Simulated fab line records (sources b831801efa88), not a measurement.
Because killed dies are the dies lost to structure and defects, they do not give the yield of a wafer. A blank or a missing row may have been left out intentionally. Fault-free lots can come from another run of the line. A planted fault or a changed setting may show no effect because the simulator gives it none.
Chamber matching / flow gf180mcu / 4 sister chambers for GF_PASSIVATION_ETCH_11 on rieDiel-01
The step etches the open film in CF4/O2, stops on TiN, target depth 1800 nm, time 400 s. 8 wafers are shown with their chamber, then 9 later ones without.

== WAFERS WITH THEIR CHAMBER ==
wafer=L080.5; chamber=2; throttleValvePct (%)=5.982; oesProductAu (a.u.)=0.959
wafer=L083.2; chamber=1; throttleValvePct (%)=5.941; oesProductAu (a.u.)=0.962
wafer=L083.4; chamber=3; throttleValvePct (%)=5.964; oesProductAu (a.u.)=0.973
wafer=L085.4; chamber=3; throttleValvePct (%)=5.965; oesProductAu (a.u.)=0.974
wafer=L085.6; chamber=0; throttleValvePct (%)=5.965; oesProductAu (a.u.)=0.964
wafer=L087.1; chamber=0; throttleValvePct (%)=5.964; oesProductAu (a.u.)=0.952
wafer=L087.2; chamber=1; throttleValvePct (%)=5.953; oesProductAu (a.u.)=0.956
wafer=L087.3; chamber=2; throttleValvePct (%)=5.951; oesProductAu (a.u.)=0.964

== WAFERS WITHOUT THEIR CHAMBER ==
wafer=L090.1; throttleValvePct (%)=5.948; oesProductAu (a.u.)=0.961
wafer=L090.3; throttleValvePct (%)=5.947; oesProductAu (a.u.)=0.961
wafer=L090.6; throttleValvePct (%)=5.953; oesProductAu (a.u.)=0.973
wafer=L093.2; throttleValvePct (%)=5.949; oesProductAu (a.u.)=0.962
wafer=L093.4; throttleValvePct (%)=5.953; oesProductAu (a.u.)=0.979
wafer=L093.5; throttleValvePct (%)=5.958; oesProductAu (a.u.)=0.966
wafer=L094.1; throttleValvePct (%)=5.957; oesProductAu (a.u.)=0.960
wafer=L094.3; throttleValvePct (%)=5.963; oesProductAu (a.u.)=0.945
wafer=L094.5; throttleValvePct (%)=5.976; oesProductAu (a.u.)=0.964

== THE CHAMBER EACH PASSED THROUGH ==
wafer=L090.1; from the rows above=can't be placed: 1 or 0 or 2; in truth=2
wafer=L090.3; from the rows above=can't be placed: 1 or 0 or 2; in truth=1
wafer=L090.6; from the rows above=can't be placed: 3 or 2 or 1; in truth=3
wafer=L093.2; from the rows above=can't be placed: 1 or 2 or 0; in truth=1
wafer=L093.4; from the rows above=3; in truth=3
wafer=L093.5; from the rows above=can't be placed: 2 or 3 or 1 or 0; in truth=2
wafer=L094.1; from the rows above=can't be placed: 0 or 2 or 1 or 3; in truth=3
wafer=L094.3; from the rows above=can't be placed: 0 or 1 or 2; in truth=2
wafer=L094.5; from the rows above=can't be placed: 2 or 0 or 3 or 1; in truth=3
Correctly placed: 1 of 9. Unplaceable from these rows: 8, with the true chamber sitting among the candidates in 8. Wrongly placed: 0.
How it was worked out, from the rows above alone: a wafer's distance from a chamber is the root of the sum, over the readings, of the square of ((its reading less the chamber's mean) divided by the reading's scatter). If the next closest chamber is less than 2 further off than the closest, the wafer can't be placed; otherwise it belongs to the closest. A chamber's mean is the mean of its shown wafers. How the scatter is found: for the shown wafers, subtract from each reading the mean of its chamber, square and add these, divide the total by (wafers less chambers), then take the root.
